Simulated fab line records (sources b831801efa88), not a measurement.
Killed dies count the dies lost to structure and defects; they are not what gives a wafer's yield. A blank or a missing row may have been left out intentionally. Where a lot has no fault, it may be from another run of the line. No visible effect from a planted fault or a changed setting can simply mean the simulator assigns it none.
A struck lot beside a sound one :: flow sfqLine :: 13 steps out of a route of 325
Sound: these wafers, L281.3, L281.4, L281.6. Wafers struck: L286.1, L286.2, L286.6. Last of all comes the cause.
Order at every step that has rows: each side's tool, ch and its chambers, its first start. Under that, the readings that differ: sound wafers :: struck wafers :: difference of the means :: sigmas: that difference in standard deviations of wafers without a fault.
alike: same words and numbers on both sides, and readings whose means sit less than 2 such deviations apart. not compared: any withheld reading, any reading some wafer has no value for, any bound like >300 that may hide the same value, and any number with overlapping values for which the record gives no deviation.
A row with sigmas, a row that says differs or no value, or rows on one side alone: a step with any of these is where the two part. Numbers that have no deviation but don't overlap get no sigmas and don't part them. A reading that every wafer of one side lacks parts them only if that side has two wafers or more.

first, 6 steps without rows for these wafers: SFQ_TRILAYER_M4_LITHO_COAT_098 (resist thk 62 nm); SFQ_TRILAYER_M4_LITHO_COAT_093 (resist thk 600 nm); SFQ_TRILAYER_M4_LITHO_SOFTBAKE_097; SFQ_TRILAYER_M4_LITHO_EXPOSE_094 (exposes mask M4, target cd 500 nm); SFQ_TRILAYER_M4_LITHO_PEB_096 (peb time 60 s); SFQ_TRILAYER_M4_LITHO_DEVELOP_095 (time 60 s).
SFQ_M4_OVL_MEAS_926:
  sound: overlay-01 at day 35 04:52; struck: overlay-01 at day 38 00:20
  alike: M4_OVL
SFQ_TRILAYER_M4_BARC_OPEN_METAL_ETCH_123: etches BARC in O2, target depth 125 nm, time 41.7 s.
  sound on rieMetal-01 ch 0,1, day 35 04:54; struck on rieMetal-02 ch 0,1, day 38 00:22
  alike: drypumpMotorCurrentA, heBacksideLeakSccm, oesProductAu
  not compared: rfHoursCounterH
SFQ_TRILAYER_M4_ETCH_METAL_ETCH_096: etches Nb in Cl2/Ar, stops on SiO2, target depth 240 nm, time 120 s.
  sound on rieMetal-01 ch 0,1, day 35 04:59; struck on rieMetal-02 ch 0,1, day 38 00:25
  alike: drypumpMotorCurrentA, heBacksideLeakSccm, oesProductAu
  not compared: rfHoursCounterH
SFQ_TRILAYER_M4_STRIP_STRIP_097: strips in O2.
  sound on rieMetal-01 ch 0,1, day 35 05:16; struck on rieMetal-02 ch 0,1, day 38 00:33
  alike: drypumpMotorCurrentA, heBacksideLeakSccm, oesProductAu
  not compared: rfHoursCounterH
then, 1 step without rows for these wafers: SFQ_TRILAYER_M4_STRIP_SOLV_CLEAN_098 (cleans in NMP, time 600 s).
SFQ_TRILAYER_I4_DEP_PECVD_099: deposits SiO2 from SiH4/N2O, time 111.11 s, target thk 500 nm.
  sound on pecvd-01 ch 0,1, day 35 05:50; struck on pecvd-03 ch 0,1, day 38 01:22
reading: runLengthS (s)
sound: 138.67 138.74 138.71
struck: 135.29 135.19 135.21
difference: -3.48
sigmas: -12

reading: model.SiO2_of_TRILAYER_I4_DEP_PECVD_099.thkNm (nm)
sound: 496.5 501.9 503.2
struck: 472.8 477.3 489.1
difference: -20.8
sigmas: 
  alike: heaterPowerW, throttleValvePct
SFQ_TRILAYER_I4_CMP_CMP_100: polishes SiO2.
  sound on cmp-01 ch 0,3, day 35 07:25; struck on cmp-02 ch 1,2, day 38 06:31
reading: timeToEndpointS (s)
sound: 213 213 223
struck: 200 195 208
difference: -15
sigmas: -2
  alike: motorCurrentA, slurryFilterDpKPa

## WHERE THEY PART
First at SFQ_TRILAYER_I4_DEP_PECVD_099; last, within this record, at SFQ_TRILAYER_I4_CMP_CMP_100.

WHY: what had been put in by the simulator
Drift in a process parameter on pecvd-03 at SFQ_TRILAYER_I4_DEP_PECVD_099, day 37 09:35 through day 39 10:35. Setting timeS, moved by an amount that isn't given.
